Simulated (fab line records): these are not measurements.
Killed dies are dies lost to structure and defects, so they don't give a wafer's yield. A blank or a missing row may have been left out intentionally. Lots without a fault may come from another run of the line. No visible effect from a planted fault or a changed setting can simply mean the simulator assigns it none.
fab line records | flow sky130
record: lots: 14 | wafers: 42 | lastDay: 50
route steps=708 shown POLY_CUT@315 SD_N@353
lots untouched by any fault: they come from a run of this same line in which no faults occurred
startH: the number of hours between the record's first day and the start of the first shown wafer of the lot | waitH: time in hours since the lot's previous step | " the same as in the row above | L1.1+2: one row covering several wafers at once | - either no value or no given start | * or withheld: withheld | < > ~ a bound
route shown NAME@n: a module of which the file shows steps, and the number in the route of the first | usual: mean and standard deviation over wafers with no fault | same: alike in all rows | chamber/n: place in a boat | sites: each site's reading | _std_site: their standard deviation | _edge_site: mean of outer sites minus mean of inner sites | radiusMm: for every site, how far away it sits from the centre of the wafer | mask NAME#n: copy n | behind: the last tool/chamber to shape the wafer | hold: what put the lot on hold/how long, in hours/how the hold closed | device: transistor that didn't switch, given as n, p or np | end of line: the same wafers' tests at the end of the route | a step given without rows: its recipe and nothing more | killed: at the first sort, the dies lost to defects and structure; wafer yield is something else | map: dies across one wafer; x = killed, . = not, _ = none there
set.NAME: the run value of the setting; set.NAME@STEP: its run value at that earlier step | model.NAME: the simulator's own value behind a step, which no gauge read
the route's steps for a sample of lots (tables are steps, rows are wafers)
services: when a tool's chamber went out of use (startH, in hours from the record's first day, below 0 if earlier), for how many hours, and the reason
== steps ==
step: SKY_POLY_CUT_CD_MEAS_08
recipe: targetCdNm: 270
usual: cdNm: 270.1/1.6
lot.wafer | tool     | chamber | startH | waitH | cdNm
L352.1    | cdSem-02 | -       | 574.59 | -     | 269.9
L352.4    | "        | -       | "      | "     | 268.7
L352.6    | "        | -       | "      | "     | 269.2
L353.2    | cdSem-01 | -       | 576.46 | -     | 272.8
L353.3    | "        | -       | "      | "     | 269.2
L353.6    | "        | -       | "      | "     | 270.7
L354.3    | cdSem-01 | -       | 587.50 | -     | 269.2
L354.5    | "        | -       | "      | "     | 268.5
L354.6    | "        | -       | "      | "     | 269.5
L359.2    | cdSem-02 | -       | 626.88 | -     | 271.9
L359.3    | "        | -       | "      | "     | 272.3
L359.5    | "        | -       | "      | "     | 273.0
L361.2    | cdSem-01 | -       | 650.08 | -     | 270.1
L361.5    | "        | -       | "      | "     | 271.1
L361.6    | "        | -       | "      | "     | 271.2
L363.1    | cdSem-01 | -       | 660.63 | -     | 268.7
L363.5    | "        | -       | "      | "     | 269.2
L363.6    | "        | -       | "      | "     | 268.7
L364.2    | cdSem-01 | -       | 662.18 | -     | 268.9
L364.5    | "        | -       | "      | "     | 269.4
L364.6    | "        | -       | "      | "     | 269.1
L365.2    | cdSem-02 | -       | 664.43 | -     | 267.9
L365.3    | "        | -       | "      | "     | 268.0
L365.4    | "        | -       | "      | "     | 268.6
L366.1    | cdSem-01 | -       | 675.41 | -     | 270.5
L366.2    | "        | -       | "      | "     | 269.5
L366.3    | "        | -       | "      | "     | 269.2
L368.2    | cdSem-01 | -       | 689.55 | -     | 271.2
L368.3    | "        | -       | "      | "     | 272.0
L368.5    | "        | -       | "      | "     | 270.7
L370.2    | cdSem-02 | -       | 703.78 | -     | 271.6
L370.3    | "        | -       | "      | "     | 271.0
L370.4    | "        | -       | "      | "     | 272.6
L371.1    | cdSem-01 | -       | 709.18 | -     | 271.7
L371.3    | "        | -       | "      | "     | 271.5
L371.5    | "        | -       | "      | "     | 270.0
L373.1    | cdSem-01 | -       | 731.66 | -     | 267.8
L373.3    | "        | -       | "      | "     | 268.3
L373.6    | "        | -       | "      | "     | 267.6
L374.1    | cdSem-02 | -       | 731.69 | -     | 268.4
L374.3    | "        | -       | "      | "     | 269.1
L374.4    | "        | -       | "      | "     | 269.2
step: SKY_POLY_CUT_ETCH_10
recipe: chemistry: N2/H2 | target: BARC | ionEnergyEv: 200 | sourceW: 500 | biasW: 100 | pressureMtorr: 30 | n2FlowSccm: 100 | h2FlowSccm: 200 | stopOn: SiO2 | timeS: 45.9 | targetDepthA: 600
usual: biasW: 100.0/0.31 | chamberPressureMTorr: 30.002/0.024 | drypumpMotorCurrentA: 5.9/0.41 | oesProductAu: 0.855/0.0046 | throttleValvePct: 13.225/0.0084
same: timeS: 45.9
lot.wafer | tool       | chamber | startH | waitH | biasW | chamberPressureMTorr | drypumpMotorCurrentA | oesProductAu | rfHoursCounterH | throttleValvePct
L352.1    | rieDiel-04 | 1       | 574.74 | 0.0   | 99.8  | 30.015               | 5.6                  | 0.854        | 33              | 13.219
L352.4    | "          | 0       | "      | "     | 99.7  | 29.984               | 5.5                  | 0.855        | 27              | 13.235
L352.6    | "          | 2       | "      | "     | 99.4  | 29.985               | 5.6                  | 0.856        | -               | 13.218
L353.2    | rieDiel-02 | 2       | 576.59 | 0.0   | 100.1 | 29.995               | 5.9                  | 0.859        | 4               | 13.232
L353.3    | "          | 0       | "      | "     | 100.5 | 29.985               | 6.2                  | 0.858        | 13              | 13.226
L353.6    | "          | 0       | "      | "     | 100.3 | 30.028               | 6.2                  | 0.862        | -               | 13.227
L354.3    | rieDiel-02 | 2       | 587.62 | 0.0   | 100.1 | 30.040               | 5.9                  | 0.845        | 4               | 13.224
L354.5    | "          | 1       | "      | "     | 99.5  | 30.010               | 5.4                  | 0.856        | -               | 13.222
L354.6    | "          | 0       | "      | "     | 99.7  | 30.009               | 6.2                  | 0.843        | -               | 13.211
L359.2    | rieDiel-03 | 2       | 627.02 | 0.0   | 100.2 | 30.005               | 5.5                  | 0.851        | 9               | 13.233
L359.3    | "          | 1       | "      | "     | 100.4 | 30.009               | 6.3                  | 0.852        | 7               | 13.220
L359.5    | "          | 1       | "      | "     | 100.6 | 29.991               | 6.3                  | 0.856        | -               | 13.228
L361.2    | rieDiel-03 | 0       | 650.22 | 0.0   | 100.1 | 30.028               | 6.6                  | 0.860        | 4               | 13.227
L361.5    | "          | 0       | "      | "     | 100.1 | 29.993               | 6.6                  | 0.849        | -               | 13.214
L361.6    | "          | 1       | "      | "     | 100.1 | 30.000               | 6.3                  | 0.852        | -               | 13.211
L363.1    | rieDiel-02 | 1       | 660.79 | 0.0   | 99.6  | 30.041               | 5.4                  | 0.853        | 0               | 13.226
L363.5    | "          | 0       | "      | "     | 99.7  | 30.023               | 6.2                  | 0.859        | -               | 13.230
L363.6    | "          | 3       | "      | "     | 99.3  | 29.972               | 6.1                  | 0.860        | -               | 13.224
L364.2    | rieDiel-04 | 2       | 662.32 | 0.0   | 100.0 | 30.040               | 5.7                  | 0.856        | 7               | 13.229
L364.5    | "          | 1       | "      | "     | 99.7  | 29.999               | 5.5                  | 0.852        | -               | 13.215
L364.6    | "          | 2       | "      | "     | 100.0 | 29.970               | 5.6                  | 0.853        | -               | 13.228
L365.2    | rieDiel-04 | 1       | 664.57 | 0.0   | 100.1 | 29.952               | 5.6                  | 0.860        | 34              | 13.230
L365.3    | "          | 3       | "      | "     | 100.0 | 29.962               | 5.3                  | 0.860        | 3               | 13.237
L365.4    | "          | 2       | "      | "     | 100.2 | 30.012               | 5.6                  | 0.862        | 7               | 13.224
L366.1    | rieDiel-04 | 1       | 675.57 | 0.0   | 99.9  | 30.031               | 5.5                  | 0.853        | 34              | 13.218
L366.2    | "          | 0       | "      | "     | 100.2 | 29.964               | 5.6                  | 0.858        | 28              | 13.227
L366.3    | "          | 2       | "      | "     | 99.9  | 30.032               | 5.6                  | 0.848        | 7               | 13.234
L368.2    | rieDiel-03 | 0       | 689.69 | 0.0   | 99.9  | 30.021               | 6.7                  | 0.860        | 6               | 13.212
L368.3    | "          | 3       | "      | "     | 100.1 | 29.999               | 6.1                  | 0.859        | 17              | 13.235
L368.5    | "          | 2       | "      | "     | 100.6 | 29.987               | 5.5                  | 0.857        | -               | 13.238
L370.2    | rieDiel-03 | 3       | 703.92 | 0.0   | 100.1 | 30.039               | 6.1                  | 0.854        | 17              | 13.229
L370.3    | "          | 1       | "      | "     | 99.9  | 29.979               | 6.3                  | 0.857        | 10              | 13.228
L370.4    | "          | 0       | "      | "     | 100.1 | 30.022               | 6.7                  | 0.843        | 6               | 13.223
L371.1    | rieDiel-03 | 0       | 709.34 | 0.0   | 99.7  | 29.993               | 6.7                  | 0.848        | 6               | 13.224
L371.3    | "          | 2       | "      | "     | 99.5  | 29.989               | 5.5                  | 0.860        | 11              | 13.235
L371.5    | "          | 1       | "      | "     | 100.0 | 29.962               | 6.3                  | 0.861        | -               | 13.248
L373.1    | rieDiel-03 | 2       | 731.82 | 0.0   | 99.4  | 29.959               | 5.5                  | 0.857        | 12              | 13.227
L373.3    | "          | 3       | "      | "     | 100.2 | 30.025               | 6.1                  | 0.852        | 17              | 13.215
L373.6    | "          | 2       | "      | "     | 100.3 | 29.995               | 5.5                  | 0.858        | -               | 13.224
L374.1    | rieDiel-02 | 0       | 731.85 | 0.0   | 99.8  | 30.011               | 6.2                  | 0.854        | 16              | 13.234
L374.3    | "          | 3       | "      | "     | 100.3 | 29.968               | 6.1                  | 0.855        | 8               | 13.223
L374.4    | "          | 2       | "      | "     | 99.9  | 30.039               | 5.9                  | 0.868        | 7               | 13.207
step: SKY_SD_N_STRIP_11
recipe: chemistry: O2/N2 | powerW: 1400 | pressureMtorr: 1500 | platenTempC: withheld | o2FlowSccm: 3000 | n2FlowSccm: 300 | overashFraction: 0.5
usual: chamberPressureMTorr: 1499.9/1.3 | drypumpMotorCurrentA: 5.6/0.33 | oesProductAu: 0.527/0.0049 | stripTimeToEndpointS: 22.56/0.04
lot.wafer | tool           | chamber | startH | waitH | chamberPressureMTorr | drypumpMotorCurrentA | oesProductAu | rfHoursCounterH | stripTimeToEndpointS
L352.1    | plasmaAsher-02 | 0       | 663.37 | 0.1   | 1500.1               | 5.4                  | 0.532        | 22              | 22.61
L352.4    | "              | 0       | "      | "     | 1500.6               | 5.4                  | 0.530        | -               | 22.59
L352.6    | "              | 1       | "      | "     | 1497.9               | 6.0                  | 0.522        | -               | 22.56
L353.2    | plasmaAsher-04 | 1       | 666.29 | 0.1   | 1501.1               | 5.9                  | 0.529        | 100             | 22.55
L353.3    | "              | 1       | "      | "     | 1500.3               | 5.9                  | 0.532        | -               | 22.54
L353.6    | "              | 0       | "      | "     | 1500.0               | 5.4                  | 0.532        | -               | 22.53
L354.3    | plasmaAsher-02 | 0       | 676.77 | 0.1   | 1500.1               | 5.4                  | 0.527        | -               | 22.57
L354.5    | "              | 1       | "      | "     | 1501.5               | 6.0                  | 0.529        | -               | 22.62
L354.6    | "              | 0       | "      | "     | 1498.2               | 5.4                  | 0.524        | -               | 22.54
L359.2    | plasmaAsher-04 | 0       | 712.09 | 0.1   | 1499.7               | 5.4                  | 0.531        | 105             | 22.53
L359.3    | "              | 1       | "      | "     | 1498.7               | 5.9                  | 0.524        | -               | 22.52
L359.5    | "              | 0       | "      | "     | 1501.2               | 5.4                  | 0.533        | -               | 22.56
L361.2    | plasmaAsher-03 | 1       | 734.99 | 0.1   | 1500.6               | 5.9                  | 0.538        | 98              | 22.62
L361.5    | "              | 0       | "      | "     | 1501.4               | 5.1                  | 0.529        | -               | 22.61
L361.6    | "              | 1       | "      | "     | 1501.7               | 5.9                  | 0.533        | -               | 22.60
L363.1    | plasmaAsher-04 | 0       | 743.27 | 0.1   | -                    | -                    | -            | -               | -
L363.5    | "              | 1       | "      | "     | -                    | -                    | -            | -               | -
L363.6    | "              | 0       | "      | "     | -                    | -                    | -            | -               | -
L364.2    | plasmaAsher-04 | 0       | 747.27 | 0.1   | -                    | -                    | -            | -               | -
L364.5    | "              | 0       | "      | "     | -                    | -                    | -            | -               | -
L364.6    | "              | 1       | "      | "     | -                    | -                    | -            | -               | -
L365.2    | plasmaAsher-03 | 0       | 747.36 | 0.1   | 1499.1               | 5.1                  | 0.530        | 99              | 22.48
L365.3    | "              | 1       | "      | "     | 1500.2               | 5.8                  | 0.526        | -               | 22.50
L365.4    | "              | 0       | "      | "     | 1500.5               | 5.1                  | 0.524        | -               | 22.56
L366.1    | plasmaAsher-03 | 0       | 757.17 | 0.1   | 1499.9               | 5.1                  | 0.527        | 100             | 22.52
L366.2    | "              | 1       | "      | "     | 1500.6               | 5.9                  | 0.535        | 100             | 22.52
L366.3    | "              | 0       | "      | "     | 1498.2               | 5.1                  | 0.527        | -               | 22.55
L368.2    | plasmaAsher-04 | 1       | 771.54 | 0.1   | 1499.5               | 5.9                  | 0.519        | 3               | 22.52
L368.3    | "              | 0       | "      | "     | 1498.2               | 5.4                  | 0.518        | -               | 22.55
L368.5    | "              | 0       | "      | "     | 1499.8               | 5.4                  | 0.521        | -               | 22.57
L370.2    | plasmaAsher-04 | 1       | 786.22 | 0.1   | 1501.6               | 5.9                  | 0.520        | 4               | 22.56
L370.3    | "              | 1       | "      | "     | 1501.7               | 5.9                  | 0.532        | -               | 22.61
L370.4    | "              | 0       | "      | "     | 1500.8               | 5.4                  | 0.524        | -               | 22.54
L371.1    | plasmaAsher-02 | 1       | 791.96 | 0.1   | 1497.3               | 6.0                  | 0.528        | 35              | 22.52
L371.3    | "              | 0       | "      | "     | 1500.1               | 5.4                  | 0.527        | -               | 22.47
L371.5    | "              | 0       | "      | "     | 1500.2               | 5.4                  | 0.522        | -               | 22.51
L373.1    | plasmaAsher-03 | 0       | 812.92 | 0.1   | 1501.9               | 5.1                  | 0.525        | 105             | 22.53
L373.3    | "              | 1       | "      | "     | 1500.5               | 5.9                  | 0.535        | -               | 22.57
L373.6    | "              | 0       | "      | "     | 1500.2               | 5.1                  | 0.526        | -               | 22.59
L374.1    | plasmaAsher-02 | 0       | 813.22 | 0.1   | 1499.5               | 5.4                  | 0.524        | 37              | 22.58
L374.3    | "              | 0       | "      | "     | 1498.7               | 5.4                  | 0.523        | -               | 22.60
L374.4    | "              | 1       | "      | "     | 1500.4               | 6.0                  | 0.527        | -               | 22.56
step: SKY_SD_N_RTA_14
recipe: tempC: 1075 | timeS: 2 | idleTempC: 650 | rampUpCPerS: 150 | rampDownCPerS: 90 | ambient: N2
usual: lampPowerPct: 15.74/0.052 | wafer_temp_C_max: 1078.0/1.2
same: timeS: 2
lot.wafer | tool         | chamber | startH | waitH | lampPowerPct | wafer_temp_C_max
L352.1    | rtpAnneal-02 | 0       | 663.58 | 0.0   | 15.72        | 1077.8
L352.4    | "            | 0       | "      | "     | 15.71        | 1077.5
L352.6    | "            | 0       | "      | "     | 15.72        | 1076.4
L353.2    | rtpAnneal-01 | 0       | 666.51 | 0.0   | 15.81        | 1077.5
L353.3    | "            | 0       | "      | "     | 15.77        | 1077.9
L353.6    | "            | 0       | "      | "     | 15.66        | 1079.7
L354.3    | rtpAnneal-01 | 0       | 676.97 | 0.0   | 15.77        | 1077.9
L354.5    | "            | 0       | "      | "     | 15.73        | 1078.4
L354.6    | "            | 0       | "      | "     | 15.78        | 1076.8
L359.2    | rtpAnneal-02 | 0       | 712.36 | 0.0   | 15.66        | 1078.6
L359.3    | "            | 0       | "      | "     | 15.81        | 1079.4
L359.5    | "            | 0       | "      | "     | 15.72        | 1078.2
L361.2    | rtpAnneal-01 | 0       | 735.21 | 0.0   | 15.72        | 1078.2
L361.5    | "            | 0       | "      | "     | 15.74        | 1078.4
L361.6    | "            | 0       | "      | "     | 15.69        | 1076.7
L363.1    | rtpAnneal-02 | 0       | 743.48 | 0.0   | 15.73        | 1075.9
L363.5    | "            | 0       | "      | "     | 15.77        | 1076.8
L363.6    | "            | 0       | "      | "     | 15.67        | 1077.8
L364.2    | rtpAnneal-01 | 0       | 747.49 | 0.0   | 15.72        | 1078.6
L364.5    | "            | 0       | "      | "     | 15.76        | 1076.7
L364.6    | "            | 0       | "      | "     | 15.77        | 1076.7
L365.2    | rtpAnneal-02 | 0       | 747.58 | 0.0   | 15.70        | 1076.0
L365.3    | "            | 0       | "      | "     | 15.71        | 1076.9
L365.4    | "            | 0       | "      | "     | 15.69        | 1077.2
L366.1    | rtpAnneal-01 | 0       | 757.38 | 0.0   | 15.70        | 1077.8
L366.2    | "            | 0       | "      | "     | 15.81        | 1077.7
L366.3    | "            | 0       | "      | "     | 15.67        | 1080.1
L368.2    | rtpAnneal-01 | 0       | 771.76 | 0.0   | 15.79        | 1077.1
L368.3    | "            | 0       | "      | "     | 15.75        | 1077.4
L368.5    | "            | 0       | "      | "     | 15.70        | 1076.5
L370.2    | rtpAnneal-01 | 0       | 786.45 | 0.0   | 15.73        | 1078.1
L370.3    | "            | 0       | "      | "     | 15.79        | 1078.3
L370.4    | "            | 0       | "      | "     | 15.73        | 1075.7
L371.1    | rtpAnneal-02 | 0       | 792.19 | 0.0   | 15.81        | 1080.1
L371.3    | "            | 0       | "      | "     | 15.77        | 1078.5
L371.5    | "            | 0       | "      | "     | 15.74        | 1077.3
L373.1    | rtpAnneal-02 | 0       | 813.13 | 0.0   | 15.67        | 1077.2
L373.3    | "            | 0       | "      | "     | 15.70        | 1081.0
L373.6    | "            | 0       | "      | "     | 15.72        | 1078.3
L374.1    | rtpAnneal-01 | 0       | 813.43 | 0.0   | 15.77        | 1078.0
L374.3    | "            | 0       | "      | "     | 15.72        | 1079.7
L374.4    | "            | 0       | "      | "     | 15.72        | 1079.8
== services ==
tool           | chamber | startH | hours | kind
rieDiel-02     | 3       | 556.27 | 4.5   | repair
plasmaAsher-02 | -       | 559.16 | 28.1  | pm
rieDiel-02     | 1       | 567.77 | 8.3   | repair
rieDiel-03     | 3       | 570.04 | 6.8   | repair
rieDiel-02     | 3       | 574.59 | 2.7   | repair
rieDiel-04     | -       | 588.88 | 1.4   | repair
rieDiel-02     | 2       | 607.16 | 3.0   | repair
plasmaAsher-02 | -       | 611.32 | 0.3   | repair
plasmaAsher-03 | -       | 612.80 | 1.3   | repair
rieDiel-02     | 0       | 625.83 | 4.8   | repair
rieDiel-02     | -       | 626.47 | 28.1  | pm
rieDiel-04     | 3       | 672.79 | 6.5   | repair
rieDiel-02     | 1       | 676.37 | 4.7   | repair
rieDiel-04     | 0       | 684.35 | 5.6   | repair
rieDiel-04     | 1       | 720.27 | 23.7  | repair
plasmaAsher-04 | -       | 733.75 | 9.0   | pm
plasmaAsher-04 | 0       | 733.75 | 9.0   | ventCycle
rtpAnneal-01   | -       | 736.65 | 3.0   | pm
rieDiel-02     | 0       | 759.90 | 17.1  | repair
rieDiel-02     | -       | 763.51 | 2.8   | pm
plasmaAsher-03 | -       | 764.58 | 2.8   | pm
rieDiel-03     | 2       | 789.80 | 3.1   | repair
plasmaAsher-04 | -       | 795.17 | 9.1   | repair
rieDiel-04     | 1       | 802.22 | 1.7   | repair
== key ==
firstSign: step: SKY_SD_N_STRIP_11 | reading: toolRecord | direction: missing
effect none on later readings
metAt SKY_SD_N_STRIP_11
struckLots L363,L364
laterRowsLeftOut L363.1,L363.5,L363.6,L364.2,L364.5,L364.6
sortLeftOut L363.1,L363.5,L363.6,L364.2,L364.5,L364.6
testerLeftOut L363,L364
notActingAt SKY_POLY_CUT_CD_MEAS_08,SKY_POLY_CUT_ETCH_10,SKY_SD_N_RTA_14
onsetBetween 712.09 743.27
fault: kind: skippedStepWhole | tool: plasmaAsher-04 | chamber: - | onsetH: 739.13 | steps: SKY_SD_N_STRIP_11 | scope: struckLotsOnly
testerLeftOut: of these lots the tester's yield and bins aren't shown, on N5 and GAA mostly nor the transistor test; their killed dies are dies lost to structure and defects alone, not to doping, threshold or leakage, so they don't give the yield
sortLeftOut: the simulated sort isn't trusted on such a fault, so these wafers' sort isn't shown, and their yield isn't known
laterRowsLeftOut: the simulator's readings of these wafers behind a module that went badly wrong aren't trusted and aren't shown, but for the sort
